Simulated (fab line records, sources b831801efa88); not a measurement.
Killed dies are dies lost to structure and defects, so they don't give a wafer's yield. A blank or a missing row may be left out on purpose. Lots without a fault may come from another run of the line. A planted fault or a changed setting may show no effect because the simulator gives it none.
Which tool did it? | flow sky130 | 12 lots, 36 wafers sampled, at 5 steps of a route of 708

WHAT THE GAUGES READ, wafer by wafer
SKY_NWELL_THK_MEAS_02.
lot  | measured    | on            | NWELL_OXIDATION_THK (nm)
L473 | day 2 12:16 | film_metro-03 | 9.82 9.80 9.95
L474 | day 2 16:58 | film_metro-03 | 10.39 10.28 10.33
L475 | day 2 22:43 | film_metro-01 | 9.92 9.72 9.98
L476 | day 3 05:02 | film_metro-04 | 9.91 9.98 9.81
L477 | day 3 10:11 | film_metro-04 | 9.63 9.56 9.64
L478 | day 3 15:20 | film_metro-01 | 9.71 9.79 9.86
L479 | day 3 19:51 | film_metro-03 | 9.92 9.96 9.93
L480 | day 4 00:39 | film_metro-04 | 9.98 9.94 10.12
L484 | day 4 20:05 | film_metro-03 | 10.16 10.34 10.22
L485 | day 5 04:12 | film_metro-03 | 9.64 9.69 9.75
L486 | day 5 12:43 | film_metro-03 | 9.73 9.82 9.70
L487 | day 5 12:44 | film_metro-04 | 9.82 9.97 10.03

SKY_VT_ADJUST_LVTN_OVL_MEAS_07.
lot  | measured     | on         | VT_ADJUST_LVTN_OVL (nm)
L473 | day 6 19:38  | overlay-02 | -0.4 -0.5 -2.1
L474 | day 6 23:37  | overlay-02 | -0.4 -0.3 0.1
L475 | day 7 09:06  | overlay-02 | -0.1 1.3 0.8
L476 | day 7 16:49  | overlay-02 | -0.1 1.4 -0.1
L477 | day 7 23:36  | overlay-02 | -1.2 0.8 0.9
L478 | day 8 04:03  | overlay-01 | -0.4 -2.2 -0.2
L479 | day 8 11:46  | overlay-02 | -0.3 0.8 1.4
L480 | day 8 16:00  | overlay-02 | 1.0 -0.3 2.1
L484 | day 9 17:12  | overlay-01 | -2.6 -2.3 -1.3
L485 | day 10 03:29 | overlay-02 | -0.8 -1.2 1.3
L486 | day 10 13:48 | overlay-01 | -2.9 -3.0 -0.7
L487 | day 10 13:28 | overlay-02 | 1.4 2.3 1.8

SKY_LDD_N_TW_MEAS_17.
lot  | measured     | on            | LDD_N_TW
L473 | day 17 11:38 | film_metro-01 | 2568 2551 2558
L474 | day 17 17:23 | film_metro-03 | 2599 2593 2614
L475 | day 18 03:47 | film_metro-02 | 2550 2550 2550
L476 | day 18 22:02 | film_metro-03 | 2597 2585 2601
L477 | day 19 04:28 | film_metro-01 | 2542 2538 2544
L478 | day 19 09:11 | film_metro-03 | 2606 2592 2589
L479 | day 20 00:15 | film_metro-03 | 2578 2590 2595
L480 | day 20 09:03 | film_metro-02 | 2546 2551 2535
L484 | day 21 20:11 | film_metro-03 | 2497 2493 2484
L485 | day 22 07:02 | film_metro-02 | 2429 2437 2428
L486 | day 23 03:44 | film_metro-01 | 2461 2437 2446
L487 | day 23 02:20 | film_metro-02 | 2452 2471 2464

WHICH TOOL RAN EACH LOT (tool, then ch and the chambers of the sampled wafers, then the start)
lot  | SKY_LDD_N_IMPLANT_09            | SKY_LDD_N_STRIP_16
L473 | implanter-02 ch 0, day 17 10:29 | plasma_asher-01 ch 0,1, day 17 11:32
L474 | implanter-03 ch 0, day 17 16:16 | plasma_asher-01 ch 0,1, day 17 17:17
L475 | implanter-03 ch 0, day 18 02:38 | plasma_asher-01 ch 0,1, day 18 03:41
L476 | implanter-01 ch 0, day 18 20:55 | plasma_asher-04 ch 0,1, day 18 21:56
L477 | implanter-01 ch 0, day 19 02:38 | plasma_asher-04 ch 0,1, day 19 04:22
L478 | implanter-03 ch 0, day 19 08:02 | plasma_asher-04 ch 0,1, day 19 09:05
L479 | implanter-03 ch 0, day 19 23:08 | plasma_asher-04 ch 0,1, day 20 00:10
L480 | implanter-02 ch 0, day 20 07:56 | plasma_asher-03 ch 0,1, day 20 08:58
L484 | implanter-02 ch 0, day 21 19:04 | plasma_asher-03 ch 0,1, day 21 20:05
L485 | implanter-03 ch 0, day 22 05:53 | plasma_asher-03 ch 0,1, day 22 06:56
L486 | implanter-01 ch 0, day 23 02:35 | plasma_asher-01 ch 0, day 23 03:38
L487 | implanter-03 ch 0, day 23 01:12 | plasma_asher-04 ch 0,1, day 23 02:14
- SKY_LDD_N_IMPLANT_09
- SKY_LDD_N_STRIP_16: strips in O2/N2.

WHAT THE TOOLS THEMSELVES READ (means of the sampled wafers that have a number; where no wafer has one, the mark that the record gives instead)
SKY_LDD_N_STRIP_16.
lot  | tool            | drypump_motor_current_A (A) | oes_product_au (a.u.) | strip_time_to_endpoint_s (s)
L473 | plasma_asher-01 | 5.5                         | 0.405                 | 4.305
L474 | plasma_asher-01 | 6.0                         | 0.405                 | 4.301
L475 | plasma_asher-01 | 5.5                         | 0.409                 | 4.333
L476 | plasma_asher-04 | 5.4                         | 0.409                 | 4.317
L477 | plasma_asher-04 | 5.4                         | 0.406                 | 4.304
L478 | plasma_asher-04 | 5.4                         | 0.407                 | 4.311
L479 | plasma_asher-04 | 5.4                         | 0.402                 | 4.308
L480 | plasma_asher-03 | 6.2                         | 0.402                 | 4.309
L484 | plasma_asher-03 | 6.2                         | 0.406                 | 4.280
L485 | plasma_asher-03 | 6.2                         | 0.408                 | 4.299
L486 | plasma_asher-01 | 6.6                         | 0.402                 | 4.262
L487 | plasma_asher-04 | 5.3                         | 0.408                 | 4.257

THE ANSWER, worked out from the rows above alone
Rule: what is usual is taken from the lots themselves. Put in order of their means at a reading, lots are off if they are a third of the lots or fewer, leave a main group of 4 or more, and stand apart from it by a gap of 3 or more times the standard deviation of the main group's means; of several such gaps the widest counts. A main group whose means are all the same, to the digits that the tables above print for the reading, isn't used. A lot without any number at a reading at which 4 lots or more have one is off too. The other lots that the step has rows for count as sound. The gauges are gone through in route order, then the tools' own readings, and for those a lot's mean is taken as printed above. The first step at which some lot is off is used, and at that step the reading that is off furthest; a lot without a number counts as furthest.
No lot is off at any reading shown: from this, nothing can be told.

WHAT THE SIMULATOR HAD PUT IN
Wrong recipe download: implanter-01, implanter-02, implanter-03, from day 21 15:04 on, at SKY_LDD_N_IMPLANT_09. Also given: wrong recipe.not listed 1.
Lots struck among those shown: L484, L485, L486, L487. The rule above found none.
